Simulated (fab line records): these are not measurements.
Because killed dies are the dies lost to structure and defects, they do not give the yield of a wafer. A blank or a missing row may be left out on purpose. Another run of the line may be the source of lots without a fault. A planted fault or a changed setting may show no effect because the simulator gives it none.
Problem report in the 8D (eight disciplines) form, filled by code :: flow gf180mcu :: the parts of the form that need people (team, actions taken, sign-off) are left out

1. THE ISSUE
A mean of 0.870 a.u. is read at GF_PASSIVATION_ETCH_11 for oesProductAu, taken on 1 wafer of 1 lot, against 0.989 a.u. (standard deviation 0.0067) on wafers free of any fault. Measured from the usual mean, that is -18 standard deviations.
The step: etches the open film in CF4/O2, stops on TiN, target depth 2040 nm, time 453.3 s.
Earliest sighting: wafer L948.1 on rieDiel-04 at day 33 05:46. Wafers with a number at this step in the record: 33, from 11 lots. Rule for "out" (also "out of limits"): further than 4 standard deviations from the usual mean. Any other wafer with a number is counted as sound.

2. WHAT IT IS, WHAT IT ISN'T
question: which readings at this step
is: oesProductAu
is not: drypumpMotorCurrentA

question: which lots
is: L948
is not: L934, L936, L937, L938, L939, L945, L951, L952, L953, L956

question: which wafers of those lots
is: L948.1
is not: L948.2, L948.3

question: read on which tools
is: rieDiel-04
is not: rieDiel-01, rieDiel-03

question: when
is: from day 33 05:46
is not: up to then (20 sound wafers); but 12 sound wafers of L951, L952, L953, L956 came after

3. THE SUSPECTS, EACH WITH WHAT RULES IT OUT
Counting: a tool at a process step up to the reading stays a suspect if it ran every lot that is out. Sound lots after the first of them don't rule it out here, since some wafers of a struck lot are sound.
- pecvd-02 at GF_V5_CVD_02 (deposits SiO2 from TEOS, target thk 1450 nm, time 163.28 s): kept. It ran the lot that is out, L948 (day 30 23:44).
- pvdSputter-02 at GF_TOP_METAL_SPUTTER_04 (material TiN, target thk 25 nm, time 20.8 s): kept. L948, the lot that is out, went through it at day 31 19:35; up to then, the latest sound lot through it was L939 at day 29 02:50.
- rieDiel-04 at GF_PASSIVATION_ETCH_11 (etches the open film in CF4/O2, stops on TiN, target depth 2040 nm, time 453.3 s): kept. L948, the lot that is out, went through it at day 33 05:46; up to then, the latest sound lot through it was L945 at day 32 13:24. On those wafers its own readings are out: oesProductAu.
- Within pecvd-02 at GF_V5_CVD_02: the wafers that are out ran in chamber 0; their sound lot-mates ran in chambers 1, 2.
- Within rieDiel-04 at GF_PASSIVATION_ETCH_11: the wafers that are out ran in chamber 1; their sound lot-mates ran in chambers 0, 3.
The count leaves pecvd-02 at GF_V5_CVD_02, pvdSputter-02 at GF_TOP_METAL_SPUTTER_04, and rieDiel-04 at GF_PASSIVATION_ETCH_11.

4. THE CAUSE (what the simulator had put in)
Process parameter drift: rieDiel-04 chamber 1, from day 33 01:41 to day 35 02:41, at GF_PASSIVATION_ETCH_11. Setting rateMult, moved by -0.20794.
Of the 3 suspects that counting leaves, this tool is one.

5. THE CHAIN OF EFFECTS, in route order
Each row: a reading whose mean over the struck wafers that have a number lies more than 3 standard deviations from the usual. Only readings for which the record gives a usual standard deviation are gone through. hours: the time from each lot's start at the first step in this table that gives one to its start at this step, as a median over the lots. sigmas: the change in usual standard deviations.
hours: 0
step: GF_PASSIVATION_ETCH_11
reading: oesProductAu
usual: 0.989 a.u.
on struck wafers: 0.870
change: -0.119
sigmas: -18

hours: 0
step: GF_PASSIVATION_ETCH_11
reading: throttleValvePct
usual: 5.967 %
on struck wafers: 5.932
change: -0.035
sigmas: -3.7

hours: 0
step: GF_PASSIVATION_STRIP_12
reading: stripTimeToEndpointS
usual: 32.97 s
on struck wafers: 36.05
change: +3.08
sigmas: +12

hours: 2
step: GF_PASSIVATION_PROBE_99
reading: defectLimitedYield
usual: 90.2 %
on struck wafers: 2.0
change: -88.2
sigmas: -68

hours: 2
step: GF_PASSIVATION_PROBE_99
reading: killedAtOther
usual: 0.0
on struck wafers: 444.0
change: +444.0
sigmas: +99 or more

hours: 2
step: GF_PASSIVATION_PROBE_99
reading: killedDies
usual: 48
on struck wafers: 482
change: +434
sigmas: +70

hours: 2
step: GF_PASSIVATION_PROBE_99
reading: killedOnRim
usual: 9
on struck wafers: 96
change: +87
sigmas: +29

hours: 2
step: GF_PASSIVATION_PROBE_99
reading: sort_bin_5_function
usual: 5.8 %
on struck wafers: 95.1
change: +89.3
sigmas: +81

hours: 2
step: GF_PASSIVATION_PROBE_99
reading: sortNPass
usual: 444
on struck wafers: 10
change: -434
sigmas: -70

hours: 2
step: GF_PASSIVATION_PROBE_99
reading: sortYieldPct
usual: 90.2 %
on struck wafers: 2.0
change: -88.2
sigmas: -68
Process steps it contains:
- GF_PASSIVATION_ETCH_11: etches the open film in CF4/O2, stops on TiN, target depth 2040 nm, time 453.3 s.
- GF_PASSIVATION_STRIP_12: strips in O2/N2.
- GF_PASSIVATION_PROBE_99

6. WHAT WOULD HAVE CAUGHT IT SOONER
In this record no reading fell out of limits until day 33 05:46, 4 hours after the fault had begun at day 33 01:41.
